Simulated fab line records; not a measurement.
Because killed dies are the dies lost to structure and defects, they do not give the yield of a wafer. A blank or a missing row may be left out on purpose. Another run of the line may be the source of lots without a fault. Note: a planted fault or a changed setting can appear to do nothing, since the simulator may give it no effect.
8D (eight disciplines) problem report, filled in by code / flow gf180mcu / the parts of the form that need people (team, actions taken, sign-off) are left out

1. THE PROBLEM
VT_IMPLANT_TW at GF_VT_IMPLANT_TW_MEAS_10 reads a mean of 506 on 6 wafers of 2 lots; wafers without a fault read 565 with a standard deviation of 9. Measured from the usual mean, that is -6.6 standard deviations.
Earliest sighting: wafer L271.1 on film_metro-03 at day 10 00:55. At this step, 36 wafers from 12 lots have a number in the record. Rule for "out" (also "out of limits"): further than 4 standard deviations from the usual mean. The other wafers with a number count as sound.

2. WHAT THIS IS AND IS NOT
question=which readings at this step | is=VT_IMPLANT_TW | is not=-
question=which lots | is=L271, L273 | is not=L255, L256, L257, L259, L261, L262, L265, L266, L272, L274
question=which wafers of those lots | is=all that have a number | is not=-
question=read on which gauges | is=film_metro-02, film_metro-03 | is not=film_metro-04
question=when | is=from day 10 00:55 | is not=up to then (24 sound wafers); but 6 sound wafers of L272, L274 came after

3. WHAT RULES OUT EACH SUSPECT
Counting: a tool at a process step up to the reading stays a suspect if it ran every lot that is out and no sound lot after the first of them.
- the gauge at GF_VT_IMPLANT_TW_MEAS_10 is ruled out. 2 gauges (film_metro-02, film_metro-03) read the wafers that are out.
- implanter-03 at GF_VT_IMPLANT_IMPLANT_08: kept. It processed each lot that is out, first L271 at day 10 00:40, and no sound lot thereafter; up to then, the last sound lot it processed was L265 at day 8 10:34. Its own dose_ions_cm2, faraday_current_uA readings are out on those wafers.
Remaining after the count: implanter-03 at GF_VT_IMPLANT_IMPLANT_08.

4. THE CAUSE (what the simulator had put in)
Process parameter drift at GF_VT_IMPLANT_IMPLANT_08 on implanter-03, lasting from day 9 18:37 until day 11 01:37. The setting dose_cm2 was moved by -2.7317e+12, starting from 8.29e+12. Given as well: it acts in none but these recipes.
This tool alone remained once counting was done.

5. THE CHAIN OF EFFECTS, in route order
Each row: a reading where the mean over the struck wafers with a number is more than 3 standard deviations away from the usual. Only readings whose record carries a usual standard deviation are examined. hours: median over the lots of the time between each lot's start at the first step of this table that gives one and its start at this step. sigmas: the change, counted in usual standard deviations.
hours=0; step=GF_VT_IMPLANT_IMPLANT_08; reading=dose_ions_cm2; usual=8.291e+12; on struck wafers=5.548e+12; change=-2.743e+12; sigmas=-99 or more
hours=0; step=GF_VT_IMPLANT_IMPLANT_08; reading=faraday_current_uA; usual=46.8; on struck wafers=31.3; change=-15.5; sigmas=-19
hours=0; step=GF_VT_IMPLANT_TW_MEAS_10; reading=VT_IMPLANT_TW; usual=565; on struck wafers=506; change=-60; sigmas=-6.6
Here are the process steps it includes:
- GF_VT_IMPLANT_IMPLANT_08

6. WHAT WOULD HAVE CAUGHT IT SOONER
In this record the first reading out of limits at a measuring or inspecting step was taken at day 10 00:55, 6 hours after the fault began at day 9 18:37.
The tool's own readings at GF_VT_IMPLANT_IMPLANT_08 were out on every struck wafer that the step has a row for (dose_ions_cm2, faraday_current_uA): an alarm limit on them would have fired on the first of those.
L273, from the lots that are out (2), started GF_VT_IMPLANT_IMPLANT_08 on implanter-03 later than day 10 00:55. Putting the tool on hold at that point would have spared it.
